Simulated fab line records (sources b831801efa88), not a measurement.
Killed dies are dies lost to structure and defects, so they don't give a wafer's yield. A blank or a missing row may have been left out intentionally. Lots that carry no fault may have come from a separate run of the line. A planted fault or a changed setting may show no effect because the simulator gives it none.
Which of the tools did it? | flow gf180mcu | 6 lots with 17 wafers sampled at 3 steps, on a route of 602 steps

## WHAT EACH GAUGE READ, for each wafer
GF_M2_RS_MEAS_05: a four-point-probe measurement.
lot  | measured     | on            | M2_ALCU_RS (ohm/sq)
L414 | day 18 10:37 | film-metro-04 | 0.0707 0.0697 0.0701
L417 | day 19 19:07 | film-metro-04 | 0.0703 0.0709 0.0704
L419 | day 20 10:10 | film-metro-01 | 0.0686 0.0694 0.0698
L423 | day 22 00:54 | film-metro-03 | 0.0703 0.0703 0.0698
L429 | day 24 02:57 | film-metro-04 | 0.0699 0.0910
L436 | day 26 17:43 | film-metro-03 | 0.0691 0.0689 0.0691

## WHICH TOOL RAN EACH LOT (tool, then ch and the chambers of the sampled wafers, then the start)
lot  | GF_V1_STRIP_18                       | GF_M2_SPUTTER_02
L414 | plasma-asher-04 ch 0, day 18 09:06   | pvd-sputter-02, day 18 10:30
L417 | plasma-asher-04 ch 0,1, day 19 17:40 | pvd-sputter-03, day 19 19:02
L419 | plasma-asher-04 ch 0,1, day 20 08:41 | pvd-sputter-01, day 20 10:03
L423 | plasma-asher-04 ch 0,1, day 21 23:07 | pvd-sputter-01, day 22 00:49
L429 | plasma-asher-03 ch 0,1, day 24 01:30 | pvd-sputter-01, day 24 02:52
L436 | plasma-asher-02 ch 0,1, day 26 16:09 | pvd-sputter-03, day 26 17:37
- GF_V1_STRIP_18: strips in O2/N2.
- GF_M2_SPUTTER_02: material AlCu, target thk 450 nm, time 23.9 s.

## THE ANSWER, worked out from the rows above alone
Rule: the lots themselves supply what counts as usual. The widest of any qualifying gaps counts: lots, ordered by their means at a reading, are off when they make up no more than a third of the lots, leave a main group of 4 or more, and stand apart from it by 3 or more times the standard deviation of that group's means. A main group is skipped when, at the precision printed for the reading in the tables above, its means are all equal. A lot without any number at a reading at which 4 lots or more have one is off too. All remaining lots with rows at the step are treated as sound.
Off: L429, seen at GF_M2_RS_MEAS_05 (M2_ALCU_RS). Main group: mean 0.0698 ohm/sq, sd 0.00057.
A tool fits if, at a process step before that reading, it ran every lot that is off, and no sound lot after the first of them. The gauges at GF_M2_RS_MEAS_05 are tried like those tools. Can't be told from this: 3 tools fit, plasma-asher-03 at GF_V1_STRIP_18, pvd-sputter-01 at GF_M2_SPUTTER_02, film-metro-04 at GF_M2_RS_MEAS_05.

## WHAT HAD BEEN PUT IN BY THE SIMULATOR
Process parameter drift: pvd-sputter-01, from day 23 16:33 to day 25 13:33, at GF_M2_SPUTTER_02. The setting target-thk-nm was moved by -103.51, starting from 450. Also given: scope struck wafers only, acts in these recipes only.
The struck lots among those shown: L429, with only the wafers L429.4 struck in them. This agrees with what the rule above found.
